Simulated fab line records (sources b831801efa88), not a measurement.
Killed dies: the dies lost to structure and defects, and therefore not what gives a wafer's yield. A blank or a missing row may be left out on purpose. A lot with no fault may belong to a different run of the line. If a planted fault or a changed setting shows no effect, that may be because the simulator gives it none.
Which of the tools did it? + flow sky130 + route of 708 steps, sampled at 1 step: 12 lots, 36 wafers

== WHAT THE GAUGES READ, wafer by wafer ==
SKY_VT_ADJUST_HVTP_TW_MEAS_11.
| lot  | measured     | on           | VT_ADJUST_HVTP_TW |
|------|--------------|--------------|-------------------|
| L075 | day 6 07:19  | filmMetro-03 | 1376 1378 1379    |
| L077 | day 6 22:19  | filmMetro-02 | 1361 1361 1360    |
| L079 | day 7 07:19  | filmMetro-02 | 1349 1350 1352    |
| L081 | day 7 23:40  | filmMetro-02 | 1348 1358 1353    |
| L083 | day 9 05:14  | filmMetro-04 | 1365 1366 1363    |
| L085 | day 9 06:34  | filmMetro-03 | 1370 1372 1380    |
| L088 | day 10 02:08 | filmMetro-02 | 1357 1351 1363    |
| L089 | day 10 09:29 | filmMetro-04 | 1362 1362 1353    |
| L092 | day 10 15:45 | filmMetro-03 | 1365 1377 1370    |
| L093 | day 11 03:09 | filmMetro-04 | 1361 1362 1354    |
| L095 | day 11 18:30 | filmMetro-02 | 1346 1353 1350    |
| L097 | day 12 02:40 | filmMetro-04 | 1355 1361 1361    |

== WHICH TOOL RAN EACH LOT (tool, then ch and the chambers of the sampled wafers, then the start) ==
There is no process step in the record ahead of these readings.

== THE ANSWER, worked out from the rows above alone ==
Rule: the lots themselves supply what counts as usual. Put in order of their means at a reading, lots are off if they are a third of the lots or fewer, leave a main group of 4 or more, and stand apart from it by a gap of 3 or more times the standard deviation of the main group's means; of several such gaps the widest counts. The tables above print the reading to a certain number of digits; a main group whose means all agree to those digits is not used. A lot without any number at a reading at which 4 lots or more have one is off too. The other lots that the step has rows for count as sound.
No lot is off at any reading shown: from this, nothing can be told.

== WHAT THE SIMULATOR HAD INSERTED ==
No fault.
